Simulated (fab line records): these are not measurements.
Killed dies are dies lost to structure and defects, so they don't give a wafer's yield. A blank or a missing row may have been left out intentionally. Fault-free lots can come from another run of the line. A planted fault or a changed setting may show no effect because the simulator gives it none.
fab line records | flow sky130
record: lots: 5 | wafers: 15 | lastDay: 50
route steps=708 shown POLY_GATE@220
lots that met no fault: taken from a fault-free run of the same line
startH: hours from the record's first day to the start of the lot's first wafer shown | waitH: time in hours since the lot's previous step | " identical to the entry in the row above | L1.1+2: several wafers, shown together as one row | - no value, or no start given | * or withheld: withheld | < > ~ a bound
route shown NAME@n: NAME is a module with steps in the file, n the number in the route of the first one | usual: mean/standard deviation taken from wafers without a fault | same: alike in all rows | chamber/n: place in a boat | sites: readings site by site | _std_site: the standard deviation of these | _edge_site: inner sites' mean taken away from outer sites' mean | radiusMm: how far each site lies from the wafer's centre | mask NAME#n: copy n | behind: the last tool/chamber to shape the wafer | hold: the reason the lot was held/the length of the hold in hours/how it ended | device: whichever transistor did not switch (one of n, p or np) | end of line: tests run on the same wafers once the route is complete | for a step that has no rows: nothing shown but its recipe | killed: dies that structure and defects cost at the first sort, which is not the same as the wafer's yield | map: shows each die of a wafer: x if killed, . if not, _ if none is there
set.NAME: the setting that was run; set.NAME@STEP: the one run at that earlier step | model.NAME: the simulator's own value behind a step, which no gauge read
certain route steps with their lots: each step a table, each wafer a row
services: from which hour (startH, from the record's first day; less than 0 if before it) a tool's chamber was out of use, for how many hours, and why
== steps ==
step: SKY_POLY_GATE_HMDS_06
recipe: primeTimeS: 60 | primeTempC: 120
same: primeTimeS: 60
lot.wafer  | tool          | chamber | startH | waitH
L083.3+4+6 | lithoTrack-01 | 0       | 435.20 | 0.1
L087.4+5+6 | lithoTrack-04 | 0       | 471.15 | 0.1
L094.2+3+6 | lithoTrack-01 | 0       | 543.97 | 0.1
L097.2+3+6 | lithoTrack-04 | 0       | 557.65 | 0.1
L095.1+3+6 | lithoTrack-01 | 0       | 558.45 | 0.1
step: SKY_POLY_GATE_COAT_07
recipe: resist: BARC | tempC: withheld | timeS: withheld | spinRpm: 3000 | resistThkNm: 110
lot.wafer  | tool          | chamber | startH | waitH
L083.3+4+6 | lithoTrack-01 | 0       | 435.35 | 0.1
L087.4+5+6 | lithoTrack-04 | 0       | 471.30 | 0.1
L094.2+3+6 | lithoTrack-01 | 0       | 544.12 | 0.1
L097.2+3+6 | lithoTrack-04 | 0       | 557.80 | 0.1
L095.1+3+6 | lithoTrack-01 | 0       | 558.60 | 0.1
step: SKY_POLY_GATE_COAT_08
recipe: resist: KrF-thick | spinRpm: 3000 | resistThkNm: 450
lot.wafer  | tool          | chamber | startH | waitH
L083.3+4+6 | lithoTrack-01 | 0       | -      | -
L087.4+5+6 | lithoTrack-04 | 0       | -      | -
L094.2+3+6 | lithoTrack-01 | 0       | -      | -
L097.2+3+6 | lithoTrack-04 | 0       | -      | -
L095.1+3+6 | lithoTrack-01 | 0       | -      | -
step: SKY_POLY_GATE_SOFTBAKE_09
recipe: tempC: 100 | timeS: 90 | resist: KrF-thick
same: timeS: 90
lot.wafer  | tool          | chamber | startH | waitH
L083.3+4+6 | lithoTrack-01 | 0       | -      | -
L087.4+5+6 | lithoTrack-04 | 0       | -      | -
L094.2+3+6 | lithoTrack-01 | 0       | -      | -
L097.2+3+6 | lithoTrack-04 | 0       | -      | -
L095.1+3+6 | lithoTrack-01 | 0       | -      | -
step: SKY_POLY_GATE_EXPOSE_10
recipe: maskId: P1M | na: 0.68 | sourceShape: conventional | sigmaOuter: 0.6 | targetCdNm: 150 | doseMj: 28
lot.wafer  | tool          | chamber | startH | waitH | mask
L083.3+4+6 | krfScanner-01 | 0       | -      | -     | P1M#0
L087.4+5+6 | krfScanner-01 | 0       | -      | -     | P1M#0
L094.2+3+6 | krfScanner-01 | 0       | -      | -     | P1M#0
L097.2+3+6 | krfScanner-01 | 0       | -      | -     | P1M#0
L095.1+3+6 | krfScanner-02 | 0       | -      | -     | P1M#0
step: SKY_POLY_GATE_PEB_11
recipe: pebTempC: withheld | pebTimeS: withheld | resist: KrF-thick
lot.wafer  | tool          | chamber | startH | waitH
L083.3+4+6 | lithoTrack-04 | 0       | -      | -
L087.4+5+6 | lithoTrack-04 | 0       | -      | -
L094.2+3+6 | lithoTrack-01 | 0       | -      | -
L097.2+3+6 | lithoTrack-03 | 0       | -      | -
L095.1+3+6 | lithoTrack-04 | 0       | -      | -
step: SKY_POLY_GATE_DEVELOP_12
recipe: developTimeS: 60 | resist: KrF-thick | devTempC: 21
lot.wafer  | tool          | chamber | startH | waitH
L083.3+4+6 | lithoTrack-04 | 0       | -      | -
L087.4+5+6 | lithoTrack-04 | 0       | -      | -
L094.2+3+6 | lithoTrack-01 | 0       | -      | -
L097.2+3+6 | lithoTrack-03 | 0       | -      | -
L095.1+3+6 | lithoTrack-04 | 0       | -      | -
step: SKY_POLY_GATE_CD_MEAS_13
recipe: targetCdNm: 150
usual: cdNm: 150.2/1.4
lot.wafer | tool     | chamber | startH | waitH | cdNm
L083.3    | cdSem-02 | -       | 450.52 | -     | 149.6
L083.4    | "        | -       | "      | "     | 149.8
L083.6    | "        | -       | "      | "     | 148.4
L087.4    | cdSem-01 | -       | 487.04 | -     | 149.1
L087.5    | "        | -       | "      | "     | 151.2
L087.6    | "        | -       | "      | "     | 149.7
L094.2    | cdSem-01 | -       | 559.47 | -     | 148.9
L094.3    | "        | -       | "      | "     | 147.6
L094.6    | "        | -       | "      | "     | 147.7
L097.2    | cdSem-01 | -       | 572.63 | -     | 151.7
L097.3    | "        | -       | "      | "     | 152.6
L097.6    | "        | -       | "      | "     | 152.5
L095.1    | cdSem-02 | -       | 573.43 | -     | 149.4
L095.3    | "        | -       | "      | "     | 149.3
L095.6    | "        | -       | "      | "     | 149.5
step: SKY_POLY_GATE_OVL_MEAS_14
usual: POLY_GATE_OVL: -3/5.8
lot.wafer | tool       | chamber | startH | waitH | POLY_GATE_OVL[nm]
L083.3    | overlay-01 | -       | 450.61 | 0.1   | -6
L083.4    | "          | -       | "      | "     | -3
L083.6    | "          | -       | "      | "     | -6
L087.4    | overlay-01 | -       | 487.12 | 0.1   | -3
L087.5    | "          | -       | "      | "     | -5
L087.6    | "          | -       | "      | "     | -1
L094.2    | overlay-02 | -       | 559.57 | 0.1   | -6
L094.3    | "          | -       | "      | "     | -4
L094.6    | "          | -       | "      | "     | -12
L097.2    | overlay-01 | -       | 572.73 | 0.1   | 1
L097.3    | "          | -       | "      | "     | 8
L097.6    | "          | -       | "      | "     | -4
L095.1    | overlay-02 | -       | 573.55 | 0.1   | 1
L095.3    | "          | -       | "      | "     | 3
L095.6    | "          | -       | "      | "     | -7
step: SKY_POLY_GATE_ETCH_15
recipe: chemistry: N2/H2 | target: BARC | ionEnergyEv: 200 | sourceW: 500 | biasW: 100 | pressureMtorr: 30 | n2FlowSccm: 100 | h2FlowSccm: 200 | stopOn: SiO2 | timeS: 118.5 | targetDepthA: 1100
usual: drypumpMotorCurrentA: 5.7/0.42 | oesProductAu: 0.716/0.0045 | throttleValvePct: 13.213/0.0093
same: timeS: 118.5
lot.wafer | tool       | chamber | startH | waitH | drypumpMotorCurrentA | oesProductAu | rfHoursCounterH | throttleValvePct
L083.3    | rieDiel-02 | 0       | 450.63 | 0.0   | 4.8                  | 0.715        | 4               | 13.222
L083.4    | "          | 3       | "      | "     | 6.3                  | 0.717        | 45              | 13.197
L083.6    | "          | 1       | "      | "     | 5.9                  | 0.717        | -               | 13.219
L087.4    | rieDiel-04 | 2       | 487.13 | 0.0   | 6.0                  | 0.710        | 66              | 13.209
L087.5    | "          | 0       | "      | "     | 5.6                  | 0.720        | -               | 13.194
L087.6    | "          | 3       | "      | "     | 5.8                  | 0.714        | -               | 13.212
L094.2    | rieDiel-02 | 3       | 559.60 | 0.0   | 6.3                  | 0.717        | 46              | 13.204
L094.3    | "          | 0       | "      | "     | 4.8                  | 0.714        | 6               | 13.209
L094.6    | "          | 2       | "      | "     | 6.1                  | 0.720        | -               | 13.218
L097.2    | rieDiel-02 | 0       | 572.76 | 0.0   | 4.8                  | 0.712        | 7               | 13.211
L097.3    | "          | 2       | "      | "     | 6.0                  | 0.716        | 66              | 13.223
L097.6    | "          | 0       | "      | "     | 4.8                  | 0.725        | -               | 13.207
L095.1    | rieDiel-04 | 2       | 573.58 | 0.0   | 6.0                  | 0.716        | 68              | 13.223
L095.3    | "          | 3       | "      | "     | 5.8                  | 0.709        | 69              | 13.217
L095.6    | "          | 0       | "      | "     | 5.6                  | 0.718        | -               | 13.216
step: SKY_POLY_GATE_ETCH_16
recipe: stopOn: poly-Si | chemistry: CH3F/O2 | target: Si3N4 | sourceW: 400 | biasW: 80 | pressureMtorr: 25 | ch3fFlowSccm: 40 | O2_flow_sccm: 30 | timeS: 147.5 | targetDepthA: 750
usual: O2_flow_sccm: 29.99/0.088 | drypumpMotorCurrentA: 5.7/0.42 | oesProductAu: 0.641/0.0048 | throttleValvePct: 10.535/0.0094
same: timeS: 147.5
lot.wafer | tool       | chamber | startH | waitH | O2_flow_sccm | drypumpMotorCurrentA | oesProductAu | rfHoursCounterH | throttleValvePct
L083.3    | rieDiel-02 | 0       | 450.72 | 0.0   | 29.88        | 4.8                  | 0.640        | 4               | 10.543
L083.4    | "          | 3       | "      | "     | 30.00        | 6.3                  | 0.640        | 45              | 10.544
L083.6    | "          | 1       | "      | "     | 29.92        | 5.8                  | 0.651        | -               | 10.519
L087.4    | rieDiel-04 | 2       | 487.22 | 0.0   | 30.16        | 6.0                  | 0.635        | 66              | 10.536
L087.5    | "          | 0       | "      | "     | 29.97        | 5.5                  | 0.640        | -               | 10.522
L087.6    | "          | 3       | "      | "     | 30.01        | 5.8                  | 0.635        | -               | 10.552
L094.2    | rieDiel-02 | 3       | 559.69 | 0.0   | 29.96        | 6.3                  | 0.633        | 46              | 10.544
L094.3    | "          | 0       | "      | "     | 29.98        | 4.8                  | 0.639        | 6               | 10.518
L094.6    | "          | 2       | "      | "     | 30.00        | 6.0                  | 0.629        | -               | 10.535
L097.2    | rieDiel-02 | 0       | 572.84 | 0.0   | 29.94        | 4.8                  | 0.645        | 7               | 10.537
L097.3    | "          | 2       | "      | "     | 29.94        | 6.0                  | 0.642        | 66              | 10.542
L097.6    | "          | 0       | "      | "     | 30.02        | 4.8                  | 0.640        | -               | 10.534
L095.1    | rieDiel-04 | 2       | 573.67 | 0.0   | 30.01        | 6.0                  | 0.635        | 68              | 10.527
L095.3    | "          | 3       | "      | "     | 29.98        | 5.8                  | 0.640        | 70              | 10.534
L095.6    | "          | 0       | "      | "     | 30.03        | 5.6                  | 0.640        | -               | 10.555
step: SKY_POLY_GATE_ETCH_17
recipe: targetDepthNm: 180 | stopOn: SiO2 | overEtchFrac: 0.56667 | chemistry: HBr/Cl2 | target: poly-Si | icpW: 400 | biasW: 100 | pressureMtorr: 10 | HBr_flow_sccm: 150 | Cl2_flow_sccm: 50 | timeS: 70.5
usual: drypumpMotorCurrentA: 6.0/0.3 | oesProductAu: 0.992/0.0095 | throttleValvePct: 33.684/0.0092
same: timeS: 70.5
lot.wafer | tool     | chamber | startH | waitH | drypumpMotorCurrentA | oesProductAu | rfHoursCounterH | throttleValvePct
L083.3    | rieSi-01 | 1       | 450.81 | 0.0   | 6.1                  | 0.994        | 2.3             | 33.701
L083.4    | "        | 3       | "      | "     | 5.8                  | 1.002        | 2.7             | 33.687
L083.6    | "        | 3       | "      | "     | 5.8                  | 0.994        | -               | 33.695
L087.4    | rieSi-01 | 0       | 487.31 | 0.0   | 5.9                  | 1.000        | 7.1             | 33.685
L087.5    | "        | 2       | "      | "     | 6.0                  | 1.000        | -               | 33.670
L087.6    | "        | 1       | "      | "     | 6.1                  | 0.992        | -               | 33.691
L094.2    | rieSi-02 | 0       | 559.79 | 0.0   | 6.4                  | 0.971        | 2.7             | 33.676
L094.3    | "        | 2       | "      | "     | 6.6                  | 0.987        | 3.0             | 33.687
L094.6    | "        | 1       | "      | "     | 6.1                  | 0.998        | -               | 33.697
L097.2    | rieSi-01 | 2       | 572.94 | 0.0   | 6.0                  | 0.997        | 1.7             | 33.684
L097.3    | "        | 1       | "      | "     | 6.1                  | 0.987        | 2.9             | 33.673
L097.6    | "        | 2       | "      | "     | 6.0                  | 1.007        | -               | 33.684
L095.1    | rieSi-02 | 1       | 573.76 | 0.0   | 6.0                  | 0.999        | 2.5             | 33.674
L095.3    | "        | 2       | "      | "     | 6.6                  | 0.988        | 3.0             | 33.688
L095.6    | "        | 3       | "      | "     | 5.5                  | 0.992        | -               | 33.686
step: SKY_POLY_GATE_STRIP_18
recipe: chemistry: O2/N2 | powerW: 1400 | pressureMtorr: 1500 | platenTempC: withheld | o2FlowSccm: 3000 | n2FlowSccm: 300 | overashFraction: 0.5
usual: drypumpMotorCurrentA: 5.6/0.46 | oesProductAu: 0.360/0.0051 | stripTimeToEndpointS: 3.16/0.051
lot.wafer | tool           | chamber | startH | waitH | drypumpMotorCurrentA | oesProductAu | rfHoursCounterH | stripTimeToEndpointS
L083.3    | plasmaAsher-03 | 1       | 450.90 | 0.1   | 5.3                  | 0.374        | -               | 3.24
L083.4    | "              | 0       | "      | "     | 5.3                  | 0.360        | -               | 3.14
L083.6    | "              | 1       | "      | "     | 5.3                  | 0.362        | -               | 3.19
L087.4    | plasmaAsher-03 | 1       | 487.40 | 0.1   | 5.3                  | 0.368        | -               | 3.21
L087.5    | "              | 0       | "      | "     | 5.3                  | 0.352        | -               | 3.07
L087.6    | "              | 1       | "      | "     | 5.3                  | 0.365        | -               | 3.14
L094.2    | plasmaAsher-04 | 1       | 559.84 | 0.0   | 5.5                  | 0.358        | 44              | 3.22
L094.3    | "              | 0       | "      | "     | 6.6                  | 0.360        | -               | 3.23
L094.6    | "              | 0       | "      | "     | 6.6                  | 0.369        | -               | 3.18
L097.2    | plasmaAsher-03 | 1       | 573.00 | 0.0   | 5.2                  | 0.361        | 83              | 3.22
L097.3    | "              | 1       | "      | "     | 5.3                  | 0.355        | -               | 3.25
L097.6    | "              | 1       | "      | "     | 5.2                  | 0.362        | -               | 3.20
L095.1    | plasmaAsher-04 | 1       | 573.82 | 0.0   | 5.4                  | 0.364        | 46              | 3.31
L095.3    | "              | 0       | "      | "     | 6.6                  | 0.360        | -               | 3.21
L095.6    | "              | 1       | "      | "     | 5.4                  | 0.353        | -               | 3.13
== services ==
tool           | chamber | startH | hours | kind
plasmaAsher-04 | -       | 413.81 | 3.0   | repair
rieSi-02       | -       | 416.07 | 0.1   | repair
plasmaAsher-03 | -       | 431.69 | 1.5   | repair
rieDiel-02     | 1       | 451.32 | 5.1   | repair
krfScanner-02  | -       | 451.74 | 0.2   | repair
krfScanner-01  | -       | 457.52 | 1.3   | pm
plasmaAsher-03 | -       | 459.36 | 1.6   | repair
krfScanner-01  | -       | 459.74 | 0.8   | pm
plasmaAsher-03 | -       | 460.97 | 4.3   | pm
rieSi-01       | 0       | 471.96 | 6.6   | repair
krfScanner-02  | -       | 478.16 | 6.3   | repair
krfScanner-01  | -       | 479.62 | 0.2   | repair
krfScanner-02  | -       | 484.49 | 0.8   | pm
rieDiel-02     | 3       | 498.20 | 11.0  | repair
krfScanner-02  | -       | 506.56 | 1.3   | pm
rieSi-02       | -       | 510.73 | 15.6  | pm
rieDiel-04     | -       | 512.58 | 0.4   | repair
plasmaAsher-04 | -       | 530.70 | 0.7   | repair
krfScanner-01  | -       | 535.50 | 1.3   | repair
krfScanner-01  | 0       | 550.71 | -     | calibration
krfScanner-02  | 0       | 553.43 | -     | calibration
krfScanner-02  | -       | 557.85 | 1.0   | pm
krfScanner-01  | -       | 558.85 | 1.0   | pm
krfScanner-02  | -       | 568.72 | 4.0   | pm
== key ==
fault none
